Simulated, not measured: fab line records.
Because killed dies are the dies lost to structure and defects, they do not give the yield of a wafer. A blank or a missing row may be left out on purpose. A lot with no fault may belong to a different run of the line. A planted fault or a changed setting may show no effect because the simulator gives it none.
Chamber matching + flow gf180mcu + GF_STI_ETCH_14 on rie_si-02 has 4 sister chambers
The step etches Si in HBr/Cl2/O2, target depth 360 nm, time 102.9 s. 14 wafers are shown with their chamber, then 6 later ones without.

## WAFERS, EACH WITH ITS CHAMBER
| wafer  | chamber | drypump_motor_current_A (A) | rf_fwd_power_W (W) | throttle_valve_pct (%) |
|--------|---------|-----------------------------|--------------------|------------------------|
| L485.3 | 3       | 6.7                         | 597.7              | 25.654                 |
| L485.4 | 0       | 6.1                         | 594.1              | 25.674                 |
| L485.6 | 0       | 6.1                         | 595.1              | 25.664                 |
| L487.1 | 1       | 5.9                         | 597.1              | 25.643                 |
| L487.3 | 3       | 6.6                         | 595.5              | 25.662                 |
| L487.4 | 0       | 6.0                         | 592.6              | 25.665                 |
| L491.2 | 0       | 6.1                         | 594.8              | 25.643                 |
| L491.3 | 3       | 6.6                         | 598.1              | 25.648                 |
| L502.4 | 0       | 6.1                         | 595.7              | 25.648                 |
| L502.5 | 2       | 6.6                         | 598.6              | 25.651                 |
| L502.6 | 1       | 5.9                         | 597.1              | 25.644                 |
| L503.1 | 2       | 6.6                         | 599.9              | 25.664                 |
| L503.2 | 0       | 6.0                         | 594.0              | 25.664                 |
| L503.5 | 0       | 6.0                         | 594.5              | 25.666                 |

SIGNATURES, as means of the wafers listed above
| reading                 | chamber 0 | chamber 1 | chamber 2 | chamber 3 | scatter within a chamber |
|-------------------------|-----------|-----------|-----------|-----------|--------------------------|
| drypump_motor_current_A | 6.057     | 5.900     | 6.600     | 6.633     | 0.0488                   |
| rf_fwd_power_W          | 594.400   | 597.100   | 599.250   | 597.100   | 1.03                     |
| throttle_valve_pct      | 25.66057  | 25.64350  | 25.65750  | 25.65467  | 0.0095                   |
Rule: a wafer's distance from a chamber is the root of the sum, over the readings, of the square of ((its reading less the chamber's mean) divided by the reading's scatter). The wafer belongs to the nearest chamber; if the next one is less than 2 further off, it can't be placed. The scatter: take each reading less its chamber's mean, square it, sum over the shown wafers, divide by the number of wafers less the number of chambers, and take the root.

## WAFERS WITHOUT THEIR CHAMBER
| wafer  | drypump_motor_current_A (A) | rf_fwd_power_W (W) | throttle_valve_pct (%) |
|--------|-----------------------------|--------------------|------------------------|
| L504.3 | 6.6                         | 595.0              | 25.650                 |
| L504.4 | 6.0                         | 595.5              | 25.684                 |
| L504.6 | 6.6                         | 597.6              | 25.660                 |
| L508.1 | 6.6                         | 597.4              | 25.628                 |
| L508.2 | 6.0                         | 595.0              | 25.661                 |
| L508.6 | 6.7                         | 600.4              | 25.661                 |

## CHAMBER TAKEN BY EACH
| wafer  | from the rows above     | in truth |
|--------|-------------------------|----------|
| L504.3 | can't be placed: 3 or 2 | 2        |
| L504.4 | 0                       | 0        |
| L504.6 | can't be placed: 3 or 2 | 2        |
| L508.1 | can't be placed: 3 or 2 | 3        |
| L508.2 | 0                       | 0        |
| L508.6 | can't be placed: 2 or 3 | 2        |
2 of 6 placed correctly. Unplaceable from these rows: 4, with the true chamber sitting among the candidates in 4. Placed wrongly: 0.
